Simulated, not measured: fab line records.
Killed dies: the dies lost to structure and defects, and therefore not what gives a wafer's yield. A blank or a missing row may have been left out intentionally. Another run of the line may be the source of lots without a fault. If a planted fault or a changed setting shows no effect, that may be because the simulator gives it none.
The tool behind it: which one?    flow gf180mcu    33 wafers from 11 lots sampled at 5 of the route's 602 steps

## WHAT THE GAUGES SHOWED, per wafer
GF_V3_THK_MEAS_03. Usual: for V3_CVD_02_THK the level is 854 nm and the standard deviation is 11.
lot   measured      on             V3_CVD_02_THK (nm)       flag
L349  day 21 09:35  film-metro-02  849 851 864              
L350  day 21 16:38  film-metro-02  858 851 845              
L352  day 22 15:05  film-metro-03  872 849 854              
L354  day 23 09:00  film-metro-03  848 858 856              
L356  day 23 21:55  film-metro-02  886 890 909 887 891 909  OFF
L357  day 24 09:49  film-metro-02  889 898 903 888 898 903  OFF
L362  day 26 01:37  film-metro-01  847 857 868              
L364  day 26 21:24  film-metro-03  850 862 883              
L366  day 27 06:03  film-metro-01  855 850 856              
L368  day 28 02:32  film-metro-02  847 864 856              
L369  day 28 04:26  film-metro-03  834 835 860              

## WHICH TOOL RAN EACH LOT (tool, then ch and the chambers of the sampled wafers, then the start)
lot   GF_V2_SPUTTER_22              GF_V2_CVD_23                   GF_M3_SPUTTER_04              GF_V3_CVD_02
L349  pvd-sputter-02, day 20 07:32  cvd-w-02 ch 0,1, day 20 07:35  pvd-sputter-04, day 20 08:21  pecvd-03 ch 0,2, day 21 09:31
L350  pvd-sputter-02, day 20 14:49  cvd-w-01 ch 0,1, day 20 14:51  pvd-sputter-04, day 20 15:37  pecvd-04 ch 0,1,2, day 21 16:34
L352  pvd-sputter-04, day 21 13:13  cvd-w-02 ch 0,1, day 21 13:17  pvd-sputter-03, day 21 14:01  pecvd-01 ch 0,1,2, day 22 15:01
L354  pvd-sputter-02, day 22 07:43  cvd-w-02 ch 0,1, day 22 07:46  pvd-sputter-03, day 22 08:47  pecvd-04 ch 2, day 23 08:53
L356  pvd-sputter-01, day 22 21:37  cvd-w-02 ch 0,1, day 22 21:40  pvd-sputter-03, day 22 22:26  pecvd-03 ch 0,2, day 23 21:51
L357  pvd-sputter-01, day 23 09:37  cvd-w-01 ch 0, day 23 09:40    pvd-sputter-03, day 23 10:26  pecvd-03 ch 0,2, day 24 09:45
L362  pvd-sputter-01, day 25 02:56  cvd-w-02 ch 0,1, day 25 02:59  pvd-sputter-04, day 25 03:45  pecvd-04 ch 1,2, day 26 01:32
L364  pvd-sputter-01, day 25 22:20  cvd-w-02 ch 0, day 25 22:22    pvd-sputter-03, day 25 23:08  pecvd-04 ch 1,2, day 26 21:20
L366  pvd-sputter-01, day 26 07:51  cvd-w-02 ch 0,1, day 26 07:53  pvd-sputter-02, day 26 08:40  pecvd-03 ch 0,1, day 27 05:59
L368  pvd-sputter-04, day 27 04:40  cvd-w-01 ch 0,1, day 27 04:41  pvd-sputter-02, day 27 05:28  pecvd-03 ch 0,1,2, day 28 02:28
L369  pvd-sputter-01, day 27 06:24  cvd-w-01 ch 0,1, day 27 06:26  pvd-sputter-04, day 27 07:13  pecvd-03 ch 0,2, day 28 04:22
- GF_V2_SPUTTER_22: material TiN, target thk 10 nm, time 40 s.
- GF_V2_CVD_23: deposits W, target thk 350 nm, time 104.94 s.
- GF_M3_SPUTTER_04: material TiN, target thk 50 nm, time 41.7 s.
- GF_V3_CVD_02: deposits SiO2 from TEOS, target thk 850 nm, time 94.851 s.

## AS READ BY THE TOOLS THEMSELVES (means over the sampled wafers that have a number; for cases with no such wafer, the mark the record gives instead)
GF_V2_SPUTTER_22. Usual: chamber-pressure-pa 5.001 Pa, standard deviation 0.011; throttle-valve-pct 29.7 %, standard deviation 0.92.
lot   tool            chamber-pressure-pa (Pa)  throttle-valve-pct (%)  flag
L349  pvd-sputter-02  5.006                     29.5                    
L350  pvd-sputter-02  5.003                     29.5                    
L352  pvd-sputter-04  5.011                     30.5                    
L354  pvd-sputter-02  5.019                     30.4                    
L356  pvd-sputter-01  4.993                     29.9                    
L357  pvd-sputter-01  5.000                     29.9                    
L362  pvd-sputter-01  5.002                     29.5                    
L364  pvd-sputter-01  5.007                     30.3                    
L366  pvd-sputter-01  5.010                     29.4                    
L368  pvd-sputter-04  4.999                     29.4                    
L369  pvd-sputter-01  4.992                     29.6                    

GF_V2_CVD_23. Usual: heater-power-w 813 W, standard deviation 130; susceptor-temp-C 399.98 C, standard deviation 0.22.
lot   tool      heater-power-w (W)  susceptor-temp-C (C)  flag
L349  cvd-w-02  889                 399.87                
L350  cvd-w-01  779                 400.00                
L352  cvd-w-02  781                 399.74                
L354  cvd-w-02  787                 400.16                
L356  cvd-w-02  906                 400.09                
L357  cvd-w-01  808                 399.90                
L362  cvd-w-02  795                 400.32                
L364  cvd-w-02  662                 400.06                
L366  cvd-w-02  900                 399.92                
L368  cvd-w-01  806                 400.35                
L369  cvd-w-01  792                 400.23                

GF_M3_SPUTTER_04. Usual: chamber-pressure-pa 0.4001 Pa, standard deviation 0.00082; throttle-valve-pct 29.5 %, standard deviation 1.
lot   tool            chamber-pressure-pa (Pa)  throttle-valve-pct (%)  flag
L349  pvd-sputter-04  0.4003                    28.9                    
L350  pvd-sputter-04  0.4003                    30.0                    
L352  pvd-sputter-03  0.4012                    29.7                    
L354  pvd-sputter-03  0.3991                    29.1                    
L356  pvd-sputter-03  0.4000                    29.3                    
L357  pvd-sputter-03  0.3992                    29.3                    
L362  pvd-sputter-04  0.3998                    28.9                    
L364  pvd-sputter-03  0.4002                    29.9                    
L366  pvd-sputter-02  0.4001                    29.6                    
L368  pvd-sputter-02  0.4008                    30.2                    
L369  pvd-sputter-04  0.3999                    29.5                    

GF_V3_CVD_02. Usual: heater-power-w 699 W, standard deviation 110; rf-fwd-power-W 595.9 W, standard deviation 2.1; susceptor-temp-C 400.00 C, standard deviation 0.21.
lot   tool      heater-power-w (W)  rf-fwd-power-W (W)  susceptor-temp-C (C)  flag
L349  pecvd-03  690                 594.1               399.79                
L350  pecvd-04  671                 595.1               399.91                
L352  pecvd-01  676                 596.4               400.01                
L354  pecvd-04  821                 594.8               400.15                
L356  pecvd-03  735                 692.9               399.95                OFF
L357  pecvd-03  721                 691.9               399.96                OFF
L362  pecvd-04  744                 597.1               399.81                
L364  pecvd-04  697                 596.3               400.14                
L366  pecvd-03  737                 595.8               399.99                
L368  pecvd-03  653                 595.8               400.02                
L369  pecvd-03  758                 595.9               399.90                

## THE ANSWER, worked out from the rows above alone
Rule: take the mean of a lot's wafers that have a number; if it is more than 3 standard deviations from the usual mean, the lot is off. A lot without any number at a reading at which 4 lots or more have one is off too. Any other lot the step has rows for is counted as sound. Order of review: gauges by route order, followed by the tools' own readings, for which a lot's mean as printed above is used. The first step at which some lot is off is used, and at that step the reading that is off furthest; a lot without a number counts as furthest.
Off: L356, L357, at GF_V3_THK_MEAS_03 (V3_CVD_02_THK).
If a tool, at a process step before that reading, ran all the lots that are off and no sound lot after the first of them, it fits. Not tried: the gauges at GF_V3_THK_MEAS_03; whatever is off there is also off at GF_V3_CVD_02, on other tools, and gauge error can't account for it. Not one of the candidates tried fits.

## WHAT WAS PUT IN BY THE SIMULATOR
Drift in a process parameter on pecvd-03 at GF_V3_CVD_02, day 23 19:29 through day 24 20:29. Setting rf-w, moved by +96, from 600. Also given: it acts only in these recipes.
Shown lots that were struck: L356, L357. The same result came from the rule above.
